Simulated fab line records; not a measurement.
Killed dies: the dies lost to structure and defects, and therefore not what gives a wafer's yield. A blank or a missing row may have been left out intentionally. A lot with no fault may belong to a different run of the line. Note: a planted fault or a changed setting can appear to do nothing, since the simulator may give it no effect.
Struck lot and sound lot, side by side    flow sky130    16 steps out of a route of 708
Sound: wafers L985.1, L985.4, L985.6. Wafers struck: L974.1, L974.3, L974.4. At the end, the cause is stated.
For every step that has rows: the tool of each side, followed by ch and its chambers, followed by its first start. Under that, the readings that differ: sound wafers    struck wafers    difference of the means    sigmas: that difference in standard deviations of wafers without a fault.
alike: a reading whose means differ by less than 2 such deviations, as well as words and numbers matching on both sides. not compared: withheld readings; readings where some wafer has no value; bounds like >300 that might hide an equal value; numbers whose values overlap and for which the record gives no deviation.
Wherever a step has rows on one side only, a row that says differs or no value, or a row with sigmas, the two part there. Numbers that don't overlap but have no deviation are shown without sigmas and don't part them. A reading missing from all wafers of one side parts the sides only when that side holds two or more wafers.

SKY_VIA1_BOW_MEAS_03:
  struck on filmMetro-02, day 34 09:03; sound on filmMetro-03, day 37 17:20
  alike: VIA1_BOW
then, 8 steps without rows for these wafers: SKY_VIA1_DEHYDRATE_04 (time 60 s); SKY_VIA1_HMDS_05 (prime time 60 s); SKY_VIA1_COAT_06 (resist thk 60 nm); SKY_VIA1_COAT_07 (resist thk 450 nm); SKY_VIA1_SOFTBAKE_08 (time 90 s); SKY_VIA1_EXPOSE_09 (exposes mask VIM, target cd 150 nm); SKY_VIA1_PEB_10; SKY_VIA1_DEVELOP_11 (develop time 60 s).
SKY_VIA1_CD_MEAS_12 targets a cd of 150 nm.
  struck on cdSem-02, day 35 10:48; sound on cdSem-01, day 38 18:53
  alike: cdNm
SKY_VIA1_OVL_MEAS_13:
  struck on overlay-02, day 35 10:55; sound on overlay-02, day 38 19:01
  alike: VIA1_OVL
SKY_VIA1_ETCH_14: etches BARC in N2/H2, stops on SiO2, time 45.9 s, target depth 60 nm.
  sound on rieDiel-01 ch 0,2, day 38 19:03; struck on rieDiel-04 ch 0,1,2, day 35 10:58
  alike: biasW, chamberPressureMTorr, drypumpMotorCurrentA, oesProductAu, throttleValvePct
  not compared: rfHoursCounterH
SKY_VIA1_ETCH_15: etches SiO2 in C4F8/O2/Ar, stops on TiN, target depth 351 nm, time 54 s.
  sound on rieDiel-01 ch 0,2, day 38 19:05; struck on rieDiel-04 ch 0,1,2, day 35 11:00
  no value came back on the struck wafers for biasW (W), chamberPressureMTorr (mTorr), oesProductAu (a.u.); on the sound wafers biasW (W) reads 1199 1201 1198
reading                                     sound            struck             difference  sigmas
model.KrF-thick_of_VIA1_COAT_07.thkNm (nm)  323.5 321.1 323  392.8 394.6 392.2  +70.7       
  not compared: rfHoursCounterH
SKY_VIA1_STRIP_16: strips in O2/N2.
  sound on plasmaAsher-01 ch 0,1, day 38 19:08; struck on plasmaAsher-01 ch 0,1, day 35 11:02
reading                   sound              struck             difference  sigmas
oesProductAu (a.u.)       0.422 0.422 0.416  0.441 0.436 0.441  +0.019      +4
stripTimeToEndpointS (s)  4.459 4.426 4.463  5.198 5.216 5.191  +0.752      +27
  alike: drypumpMotorCurrentA
  not compared: rfHoursCounterH
then, 1 step without rows for these wafers: SKY_VIA1_STRIP_17 (strips in post etch residue remover, time 1200 s).
-- the record jumps here: 12 days lie between the struck wafers' starts before and after (it left off in module VIA1 and takes up again in module PAD_OPEN, whose first step shown is number 708 of the route) --
SKY_PAD_OPEN_PROBE_99:
  struck on prober-02, day 46 23:11; sound on prober-01, day 49 09:53
reading                  sound           struck          difference  sigmas
defectLimitedYield (%)   82.3 84.8 82.5  0 0 0           -83         -40
killed_at_M0_to_M3       46 37 47        462 467 455     +418        +54
killedDies               87 75 86        492 492 492     +409        +41
killedOnRim              17 16 15        96 96 96        +80         +22
sort_bin_5_function (%)  10.2 8.7 10.4   94.9 93.5 92.7  +83.9       +52
sortNPass                405 417 406     0 0 0           -409        -41
sortYieldPct (%)         82.3 84.8 82.5  0 0 0           -83         -40
  alike: killed_at_M4_up, killedAtContacts, killedAtFrontEnd, killedAtOther, killedOpen, killedShort, sort_bin_3_pad_short, sort_bin_6_memory

## WHERE THEY PART
Earliest at SKY_VIA1_ETCH_15; latest, in this record, at SKY_PAD_OPEN_PROBE_99.

WHY: what the simulator had put in
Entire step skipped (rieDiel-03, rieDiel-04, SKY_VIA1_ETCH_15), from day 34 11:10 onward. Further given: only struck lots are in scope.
